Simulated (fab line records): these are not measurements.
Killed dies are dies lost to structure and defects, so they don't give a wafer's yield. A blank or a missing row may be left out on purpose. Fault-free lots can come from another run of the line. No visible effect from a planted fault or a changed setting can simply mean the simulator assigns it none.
Chamber matching	flow gf180mcu	cmp-02 running GF_V5_CMP_04: 4 sister chambers
The step polishes SiO2. 8 wafers are shown with their chamber, then 7 later ones without.

EACH WAFER AND ITS CHAMBER
wafer	chamber	motor-current-A (A)
L996.4	1	13.0
L996.5	0	11.9
L997.4	3	11.6
L100.1	2	14.3
L100.5	2	13.6
L100.6	3	12.3
L101.1	1	13.5
L101.2	0	12.4

WAFERS MISSING THEIR CHAMBER
wafer	motor-current-A (A)
L101.3	12.1
L104.1	13.5
L104.3	12.8
L104.6	13.6
L110.3	12.7
L110.4	13.4
L110.5	13.7

EACH ONE'S CHAMBER
wafer	from the rows above	in truth
L101.3	can't be placed: 0 or 3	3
L104.1	can't be placed: 1 or 2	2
L104.3	can't be placed: 1 or 0 or 3 or 2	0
L104.6	can't be placed: 1 or 2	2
L110.3	can't be placed: 0 or 1 or 3 or 2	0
L110.4	can't be placed: 1 or 2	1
L110.5	can't be placed: 2 or 1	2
0 of 7 placed correctly. Unplaceable from these rows: 7, with the true chamber sitting among the candidates in 7. 0 placed wrongly.
How it was worked out, from the rows above alone: a wafer's distance from a chamber is the root of the sum, over the readings, of the square of ((its reading less the chamber's mean) divided by the reading's scatter). The wafer belongs to the nearest chamber; if the next one is less than 2 further off, it can't be placed. The mean given for a chamber averages the wafers shown for that chamber. How the scatter is found: for the shown wafers, subtract from each reading the mean of its chamber, square and add these, divide the total by (wafers less chambers), then take the root.
